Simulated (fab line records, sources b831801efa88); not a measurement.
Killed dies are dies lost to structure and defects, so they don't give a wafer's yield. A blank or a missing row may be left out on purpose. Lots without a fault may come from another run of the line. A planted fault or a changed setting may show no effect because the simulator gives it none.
Which tool did it? | flow sky130 | 6 lots, 18 wafers sampled, at 1 step of a route of 708

WHAT THE GAUGES READ, wafer by wafer
SKY_VT_ADJUST_HVTP_CD_MEAS_07: target cd 380 nm.
lot  | measured     | on        | cd_nm (nm)
L199 | day 7 13:06  | cd_sem-01 | 378.2 380.7 380.1
L201 | day 7 18:52  | cd_sem-01 | 379.8 377.3 380.5
L206 | day 9 01:20  | cd_sem-01 | 384.0 381.3 379.5
L211 | day 10 08:35 | cd_sem-01 | 381.4 379.0 380.4
L213 | day 10 16:53 | cd_sem-02 | 381.0 382.0 380.3
L218 | day 11 22:29 | cd_sem-02 | 378.5 377.6 376.6

WHICH TOOL RAN EACH LOT (tool, then ch and the chambers of the sampled wafers, then the start)
The record holds no process step before these readings.

THE ANSWER, worked out from the rows above alone
Rule: what is usual is taken from the lots themselves. Put in order of their means at a reading, lots are off if they are a third of the lots or fewer, leave a main group of 4 or more, and stand apart from it by a gap of 3 or more times the standard deviation of the main group's means; of several such gaps the widest counts. A main group whose means are all the same, to the digits that the tables above print for the reading, isn't used. A lot without any number at a reading at which 4 lots or more have one is off too. The other lots that the step has rows for count as sound.
No lot is off at any reading shown: from this, nothing can be told.

WHAT THE SIMULATOR HAD PUT IN
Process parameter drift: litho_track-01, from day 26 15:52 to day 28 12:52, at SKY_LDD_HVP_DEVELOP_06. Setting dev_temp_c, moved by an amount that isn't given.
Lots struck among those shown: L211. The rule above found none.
